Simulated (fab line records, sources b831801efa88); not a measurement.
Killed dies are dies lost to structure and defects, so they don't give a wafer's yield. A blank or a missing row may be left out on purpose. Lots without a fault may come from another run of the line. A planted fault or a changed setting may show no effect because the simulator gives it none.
Which tool did it? | flow gf180mcu | 12 lots, 36 wafers sampled, at 5 steps of a route of 602

WHAT THE GAUGES READ, wafer by wafer
GF_V3_THK_MEAS_01.
lot  | measured     | on            | V3_CVD_00_THK (nm)
L948 | day 21 08:56 | film_metro-04 | 603 604 614
L949 | day 22 22:14 | film_metro-02 | 594 584 598
L952 | day 23 03:56 | film_metro-02 | 605 604 595
L951 | day 23 04:32 | film_metro-04 | 601 599 593
L953 | day 23 12:52 | film_metro-02 | 600 604 619
L954 | day 24 01:56 | film_metro-01 | 602 601 595
L955 | day 24 07:32 | film_metro-01 | 592 597 606
L961 | day 26 13:38 | film_metro-04 | 591 592 602
L963 | day 27 01:31 | film_metro-02 | 608 593 606
L966 | day 27 19:28 | film_metro-01 | 599 593 596
L967 | day 28 02:08 | film_metro-04 | 586 592 590
L969 | day 28 14:25 | film_metro-02 | 599 607 610

GF_V3_RS_MEAS_24: measures by four-point-probe.
lot  | measured     | on            | V3_W_RS (ohm/sq)
L948 | day 22 09:59 | film_metro-01 | 0.322 0.326 0.325
L949 | day 23 22:41 | film_metro-04 | 0.325 0.324 0.329
L952 | day 24 03:32 | film_metro-04 | 0.321 0.324 0.334
L951 | day 24 04:37 | film_metro-04 | 0.325 0.331 0.325
L953 | day 24 12:23 | film_metro-01 | 0.337 0.335 0.325
L954 | day 25 01:15 | film_metro-01 | 0.329 0.316 0.317
L955 | day 25 06:05 | film_metro-02 | 0.327 0.315 0.322
L961 | day 27 10:47 | film_metro-01 | 0.326 0.334 0.324
L963 | day 27 23:07 | film_metro-02 | 0.327 0.328 0.332
L966 | day 28 16:59 | film_metro-04 | 0.338 0.324 0.334
L967 | day 28 23:49 | film_metro-01 | 0.322 0.326 0.323
L969 | day 29 10:40 | film_metro-04 | 0.328 0.331 0.335

GF_V3_THK_MEAS_25: measures by xrf.
lot  | measured     | on            | V3_W_THK (nm)
L948 | day 22 10:05 | film_metro-01 | 362 355 358
L949 | day 23 22:47 | film_metro-04 | 361 362 355
L952 | day 24 03:40 | film_metro-04 | 361 360 348
L951 | day 24 04:44 | film_metro-04 | 359 351 358
L953 | day 24 12:31 | film_metro-01 | 345 348 360
L954 | day 25 01:21 | film_metro-01 | 356 370 370
L955 | day 25 06:13 | film_metro-02 | 359 369 365
L961 | day 27 10:54 | film_metro-01 | 360 349 359
L963 | day 27 23:14 | film_metro-02 | 354 351 346
L966 | day 28 17:04 | film_metro-04 | 343 356 349
L967 | day 28 23:55 | film_metro-01 | 362 360 360
L969 | day 29 10:47 | film_metro-04 | 353 348 344

WHICH TOOL RAN EACH LOT (tool, then ch and the chambers of the sampled wafers, then the start)
lot  | GF_M3_SPUTTER_02             | GF_V3_CVD_23
L948 | pvd_sputter-03, day 20 08:31 | cvd_w-02 ch 0,1, day 22 09:51
L949 | pvd_sputter-03, day 21 21:58 | cvd_w-01 ch 0,1, day 23 22:32
L952 | pvd_sputter-03, day 22 04:49 | cvd_w-02 ch 0,1, day 24 03:25
L951 | pvd_sputter-04, day 22 05:02 | cvd_w-01 ch 0,1, day 24 04:29
L953 | pvd_sputter-01, day 22 13:07 | cvd_w-02 ch 0,1, day 24 12:17
L954 | pvd_sputter-03, day 23 02:20 | cvd_w-02 ch 0,1, day 25 01:08
L955 | pvd_sputter-01, day 23 08:12 | cvd_w-02 ch 0,1, day 25 05:59
L961 | pvd_sputter-01, day 25 15:43 | cvd_w-01 ch 0,1, day 27 10:40
L963 | pvd_sputter-04, day 26 04:14 | cvd_w-01 ch 0,1, day 27 23:00
L966 | pvd_sputter-03, day 26 22:26 | cvd_w-02 ch 0,1, day 28 16:51
L967 | pvd_sputter-04, day 27 06:02 | cvd_w-02 ch 1, day 28 23:36
L969 | pvd_sputter-03, day 27 17:22 | cvd_w-02 ch 0,1, day 29 10:32
- GF_M3_SPUTTER_02: material AlCu, target thk 450 nm, time 23.9 s.
- GF_V3_CVD_23: deposits W, target thk 350 nm, time 104.9 s.

WHAT THE TOOLS THEMSELVES READ (means of the sampled wafers that have a number; where no wafer has one, the mark that the record gives instead)
GF_M3_SPUTTER_02.
lot  | tool           | throttle_valve_pct (%)
L948 | pvd_sputter-03 | 30.6
L949 | pvd_sputter-03 | 30.6
L952 | pvd_sputter-03 | 30.8
L951 | pvd_sputter-04 | 29.5
L953 | pvd_sputter-01 | 29.7
L954 | pvd_sputter-03 | 30.5
L955 | pvd_sputter-01 | 29.8
L961 | pvd_sputter-01 | 29.8
L963 | pvd_sputter-04 | 29.8
L966 | pvd_sputter-03 | 31.0
L967 | pvd_sputter-04 | 29.9
L969 | pvd_sputter-03 | 30.4

GF_V3_CVD_23.
lot  | tool     | chamber_pressure_Torr (Torr) | heater_power_w (W)
L948 | cvd_w-02 | 39.94                        | 807
L949 | cvd_w-01 | 40.01                        | 777
L952 | cvd_w-02 | 40.03                        | 817
L951 | cvd_w-01 | 40.10                        | 776
L953 | cvd_w-02 | 40.00                        | 799
L954 | cvd_w-02 | 43.51                        | 799
L955 | cvd_w-02 | 41.74                        | 811
L961 | cvd_w-01 | 40.04                        | 797
L963 | cvd_w-01 | 39.94                        | 789
L966 | cvd_w-02 | 39.98                        | 799
L967 | cvd_w-02 | 40.02                        | 851
L969 | cvd_w-02 | 40.03                        | 805

THE ANSWER, worked out from the rows above alone
Rule: what is usual is taken from the lots themselves. Put in order of their means at a reading, lots are off if they are a third of the lots or fewer, leave a main group of 4 or more, and stand apart from it by a gap of 3 or more times the standard deviation of the main group's means; of several such gaps the widest counts. A main group whose means are all the same, to the digits that the tables above print for the reading, isn't used. A lot without any number at a reading at which 4 lots or more have one is off too. The other lots that the step has rows for count as sound. The gauges are gone through in route order, then the tools' own readings, and for those a lot's mean is taken as printed above. The first step at which some lot is off is used, and at that step the reading that is off furthest; a lot without a number counts as furthest.
Off: L954, L955, at GF_V3_CVD_23 (chamber_pressure_Torr). The main group: mean 40.01 Torr, standard deviation 0.045.
A tool fits if, at that step or a process step before it, it ran every lot that is off, and no sound lot after the first of them. None of those tried fits.

WHAT THE SIMULATOR HAD PUT IN
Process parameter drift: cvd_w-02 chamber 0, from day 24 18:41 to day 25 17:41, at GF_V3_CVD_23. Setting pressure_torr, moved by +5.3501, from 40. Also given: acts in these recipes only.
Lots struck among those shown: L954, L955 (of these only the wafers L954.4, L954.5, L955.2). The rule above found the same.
